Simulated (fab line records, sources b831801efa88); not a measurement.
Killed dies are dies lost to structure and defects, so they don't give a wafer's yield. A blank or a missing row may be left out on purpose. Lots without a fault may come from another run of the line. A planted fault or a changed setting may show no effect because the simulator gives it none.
Which tool did it? | flow gf180mcu | 13 lots, 39 wafers sampled, at 1 step of a route of 602

WHAT THE GAUGES READ, wafer by wafer
GF_DUAL_GATE_OVL_MEAS_11. Usual: DUAL_GATE_OVL 0.1 nm, standard deviation 1.3.
lot  | measured     | on         | DUAL_GATE_OVL (nm) | flag
L935 | day 8 19:17  | overlay-02 | -1.5 0.1 0.0       |
L936 | day 8 22:23  | overlay-02 | -1.0 -0.5 -1.4     |
L938 | day 9 13:40  | overlay-02 | 0.8 1.1 0.1        |
L939 | day 9 19:01  | overlay-01 | 0.0 0.0 2.7        |
L940 | day 9 19:35  | overlay-01 | -2.4 -2.1 0.4      |
L943 | day 10 16:44 | overlay-02 | 1.4 0.5 -0.5       |
L944 | day 11 00:38 | overlay-01 | -0.2 -0.4 1.4      |
L945 | day 11 03:04 | overlay-01 | 0.2 0.8 0.2        |
L953 | day 13 12:01 | overlay-02 | 1.2 0.4 1.1        |
L954 | day 13 20:56 | overlay-01 | 0.9 -1.2 1.8       |
L955 | day 14 05:29 | overlay-01 | 0.0 0.4 1.6        |
L956 | day 14 07:46 | overlay-01 | 0.6 -1.1 -1.9      |
L958 | day 14 23:28 | overlay-02 | 1.2 0.3 0.4        |

WHICH TOOL RAN EACH LOT (tool, then ch and the chambers of the sampled wafers, then the start)
The record holds no process step before these readings.

WHAT THE TOOLS THEMSELVES READ (means of the sampled wafers that have a number; where no wafer has one, the mark that the record gives instead)
The record holds no such reading with a usual standard deviation.

THE ANSWER, worked out from the rows above alone
Rule: a lot is off if the mean of its wafers that have a number lies more than 3 standard deviations from the usual mean. A lot without any number at a reading at which 4 lots or more have one is off too. The other lots that the step has rows for count as sound. The gauges are gone through in route order, then the tools' own readings, and for those a lot's mean is taken as printed above. The first step at which some lot is off is used, and at that step the reading that is off furthest; a lot without a number counts as furthest.
No lot is off at any reading shown: from this, nothing can be told.

WHAT THE SIMULATOR HAD PUT IN
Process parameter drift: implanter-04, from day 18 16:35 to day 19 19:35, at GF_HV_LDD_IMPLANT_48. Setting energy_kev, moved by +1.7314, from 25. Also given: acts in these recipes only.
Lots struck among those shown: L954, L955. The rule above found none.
